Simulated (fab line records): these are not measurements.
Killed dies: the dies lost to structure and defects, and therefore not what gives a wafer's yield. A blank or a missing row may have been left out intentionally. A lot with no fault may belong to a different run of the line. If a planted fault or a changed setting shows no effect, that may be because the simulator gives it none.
A struck lot beside a sound one	flow sky130	16 out of 708 route steps
Sound: wafers L830.4, L830.5, L830.6. Struck: wafer L834.4. (L834.1, L834.6 of the same lot were not struck and are left out.) The cause comes at the end.
At each step with rows: each side's tool, then ch and its chambers, then its first start. Under that, the readings that differ: sound wafers	struck wafers	difference of the means	sigmas: that difference in standard deviations of wafers without a fault.
alike: same words and numbers on both sides, and readings whose means sit less than 2 such deviations apart. not compared: any withheld reading, any reading some wafer has no value for, any bound like >300 that may hide the same value, and any number with overlapping values for which the record gives no deviation.
A row with sigmas, a row that says differs or no value, or rows on one side alone: a step with any of these is where the two part. Numbers that don't overlap but have no deviation are shown without sigmas and don't part them. A reading missing from all wafers of one side parts the sides only when that side holds two or more wafers.

SKY_VIA2_BOW_MEAS_03:
  sound on film-metro-03 at day 37 10:25; struck on film-metro-04 at day 38 16:32
  alike: VIA2_BOW
then, 8 steps without rows for these wafers: SKY_VIA2_DEHYDRATE_04 (time 60 s); SKY_VIA2_HMDS_05 (prime time 60 s); SKY_VIA2_COAT_06 (resist thk 60 nm); SKY_VIA2_COAT_07 (resist thk 450 nm); SKY_VIA2_SOFTBAKE_08 (time 90 s); SKY_VIA2_EXPOSE_09 (exposes mask VIM2, target cd 200 nm); SKY_VIA2_PEB_10; SKY_VIA2_DEVELOP_11 (develop time 60 s).
SKY_VIA2_CD_MEAS_12: the cd target is 200 nm.
  sound on cd-sem-02 at day 38 12:02; struck on cd-sem-01 at day 39 17:01
  alike: cd-nm
SKY_VIA2_OVL_MEAS_13:
  sound on overlay-02 at day 38 12:07; struck on overlay-02 at day 39 17:08
  alike: VIA2_OVL
SKY_VIA2_ETCH_14: etches BARC in N2/H2, stops on SiO2, time 45.9 s, target depth 60 nm.
  sound on rie-diel-04 ch 0,2,3, day 38 12:08; struck on rie-diel-04 ch 0, day 39 17:10
reading	sound	struck	difference	sigmas
throttle-valve-pct (%)	13.202 13.221 13.229	13.237	+0.020	+2
  alike: chamber-pressure-mTorr, drypump-motor-current-A, oes-product-au
  not compared: rf-hours-counter-h
SKY_VIA2_ETCH_15: etches SiO2 in C4F8/O2/Ar, stops on TiN, target depth 546 nm, time 84 s.
  sound on rie-diel-04 ch 0,2,3, day 38 12:10; struck on rie-diel-04 ch 0, day 39 17:13
reading	sound	struck	difference	sigmas
oes-product-au (a.u.)	0.934 0.943 0.943	0.833	-0.107	-24
model.VIA2.feature-depth-nm (nm)	495.2 494.2 494.8	397.9	-96.8	
model.etch.depth-nm (nm)	495.2 494.2 494.8	397.9	-96.8	
model.KrF-thick_of_VIA2_COAT_07.thk-nm (nm)	286.1 284.5 284.2	312.7	+27.8	
  alike: chamber-pressure-mTorr
  not compared: rf-hours-counter-h
SKY_VIA2_STRIP_16: strips in O2/N2.
  sound on plasma-asher-01 ch 0,1, day 38 12:16; struck on plasma-asher-01 ch 1, day 39 17:16
reading	sound	struck	difference	sigmas
strip-time-to-endpoint-s (s)	4.071 4.056 4.072	4.350	+0.284	+11
  alike: chamber-pressure-mTorr, drypump-motor-current-A, oes-product-au
  not compared: rf-hours-counter-h
then, 1 step without rows for these wafers: SKY_VIA2_STRIP_17 (strips in post etch residue remover, time 1200 s).
-- the record jumps here: 9 days lie between the struck wafers' starts before and after (it left off in module VIA2 and takes up again in module PAD_OPEN, whose first step shown is number 708 of the route) --
SKY_PAD_OPEN_PROBE_99:
  sound on prober-01 at day 47 12:02; struck on prober-01 at day 48 16:55
reading	sound	struck	difference	sigmas
defect-limited-yield (%)	85.2 84.1 82.7	0	-84	-44
killed_at_M0_to_M3	38 49 50	448	+402	+54
killed_at_M4_up	3 4 1	10	+7	+4
killed-dies	73 78 85	492	+413	+44
killed-on-rim	19 16 16	96	+79	+19
sort_bin_5_function (%)	8.7 7.9 10.6	91.3	+82.2	+59
sort-n-pass	419 414 407	0	-413	-44
sort-yield-pct (%)	85.2 84.1 82.7	0	-84	-44
  alike: killed-at-contacts, killed-at-front-end, killed-at-other, killed-open, killed-short, sort_bin_3_pad_short, sort_bin_6_memory

WHERE THEY PART
At SKY_VIA2_ETCH_14 first; at SKY_PAD_OPEN_PROBE_99 last (within this record only).

WHY: whatever the simulator had introduced
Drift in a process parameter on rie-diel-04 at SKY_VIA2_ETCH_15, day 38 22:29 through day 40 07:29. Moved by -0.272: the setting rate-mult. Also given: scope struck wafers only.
